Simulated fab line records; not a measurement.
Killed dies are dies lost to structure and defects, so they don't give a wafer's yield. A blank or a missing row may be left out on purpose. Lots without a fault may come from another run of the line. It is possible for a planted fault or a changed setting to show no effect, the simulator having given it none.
Struck lot and sound lot, side by side    flow sky130    15 out of 708 route steps
Sound: the wafers L705.2, L705.4, L705.6. Struck: wafers L713.2, L713.3, L713.4. The cause comes at the end.
Order at every step that has rows: each side's tool, ch and its chambers, its first start. Under that, the readings that differ: sound wafers    struck wafers    difference of the means    sigmas: that difference in standard deviations of wafers without a fault.
alike: a reading whose means differ by less than 2 such deviations, as well as words and numbers matching on both sides. not compared: withheld readings; readings where some wafer has no value; bounds like >300 that might hide an equal value; numbers whose values overlap and for which the record gives no deviation.
The two part at a step that has a row with sigmas, a row that says differs or no value, or rows on one side only. Numbers that don't overlap but have no deviation are shown without sigmas and don't part them. A reading missing from all wafers of one side parts the sides only when that side holds two or more wafers.

first, 6 steps without rows for these wafers: SKY_GATE_OXIDE_HMDS_04 (prime time 60 s); SKY_GATE_OXIDE_COAT_05 (resist thk 1140 nm); SKY_GATE_OXIDE_SOFTBAKE_06 (time 60 s); SKY_GATE_OXIDE_EXPOSE_07 (exposes mask LVOM, target cd 600 nm); SKY_GATE_OXIDE_PEB_08; SKY_GATE_OXIDE_DEVELOP_09 (develop time 60 s).
SKY_GATE_OXIDE_OVL_MEAS_10:
  sound on overlay-01, day 14 09:04; struck on overlay-02, day 17 16:40
  alike: GATE_OXIDE_OVL
then, 2 steps without rows for these wafers: SKY_GATE_OXIDE_IMPLANT_11; SKY_GATE_OXIDE_WET_ETCH_12 (etches SiO2 in dHF, target depth 16.8 nm, time 336 s).
SKY_GATE_OXIDE_STRIP_13: strips in O2/N2.
  sound on plasma_asher-03 ch 0,1, day 14 09:21; struck on plasma_asher-03 ch 0,1, day 17 16:57
  alike: drypump_motor_current_A, oes_product_au, strip_time_to_endpoint_s
  not compared: rf_hours_counter_h
SKY_GATE_OXIDE_TW_MEAS_14:
  sound on film_metro-02, day 14 09:28; struck on film_metro-03, day 17 17:04
  alike: GATE_OXIDE_TW
then, 1 step without rows for these wafers: SKY_GATE_OXIDE_CLEAN_15 (cleans in SC1/SC2, time 150 s).
SKY_GATE_OXIDE_OXIDATION_16: stabilise 600 s, purge 300 s, target thk 3.57 nm.
  sound on furnace-02 ch 0, day 14 09:46; struck on furnace-02 ch 0, day 17 19:12
reading                 sound                 struck                difference  sigmas
spike_tc_bottom_C (C)   819.1 820.9 821.5     812.7 814.9 813.8     -6.7        -3
spike_tc_centre_C (C)   799.4 799.5 800.0     792.2 792.8 790.7     -7.7        -6
spike_tc_lower_C (C)    799.4 799.2 799.0     794.6 792.1 796.3     -4.9        -4
spike_tc_top_C (C)      804.3 806.8 806.5     800.7 799.9 799.0     -6.0        -2
spike_tc_upper_C (C)    801.2 801.2 800.5     792.3 793.4 794.5     -7.6        -5
tube_center_temp_C (C)  799.98 800.04 800.08  793.37 793.39 793.47  -6.62       -90
tube_center_temp_C_max  801.6 802.6 802.0     795.5 795.8 795.7     -6.4        -21
then, 1 step without rows for these wafers: SKY_POLY_GATE_CVD_00 (deposits poly-Si, target thk 180 nm, time 720 s).
-- record jumps: 31 days separate the struck wafers' starts on either side; left off in module POLY_GATE, taken up again in module PAD_OPEN, whose first shown step is the route's number 708 --
SKY_PAD_OPEN_PROBE_99:
  sound on prober-02, day 46 04:50; struck on prober-02, day 48 14:40
  alike: killed_at_M0_to_M3, killed_at_M4_up, killed_at_contacts, killed_at_front_end, killed_at_other, killed_dies, killed_open, killed_short
  not compared: model.etest.nfet_01v8_lvt.drive_ua_um, model.etest.nfet_01v8_swapped.drive_ua_um, model.etest.nfet_01v8.drive_ua_um, model.etest.nfet_01v8_turned.drive_ua_um, model.etest.cap_thin_oxide.gate_log10_a_cm2, model.etest.cap_thin_oxide.tox_acc_nm, model.etest.pfet_01v8.tox_inv_nm, model.etest.nfet_01v8.tox_inv_nm

WHERE THEY PART
SKY_GATE_OXIDE_OXIDATION_16 only, going by this record. Later steps at which nothing parts them and some readings are alike: SKY_PAD_OPEN_PROBE_99.

WHY: whatever the simulator had introduced
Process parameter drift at SKY_GATE_OXIDE_OXIDATION_16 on furnace-02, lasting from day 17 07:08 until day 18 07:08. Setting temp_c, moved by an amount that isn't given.
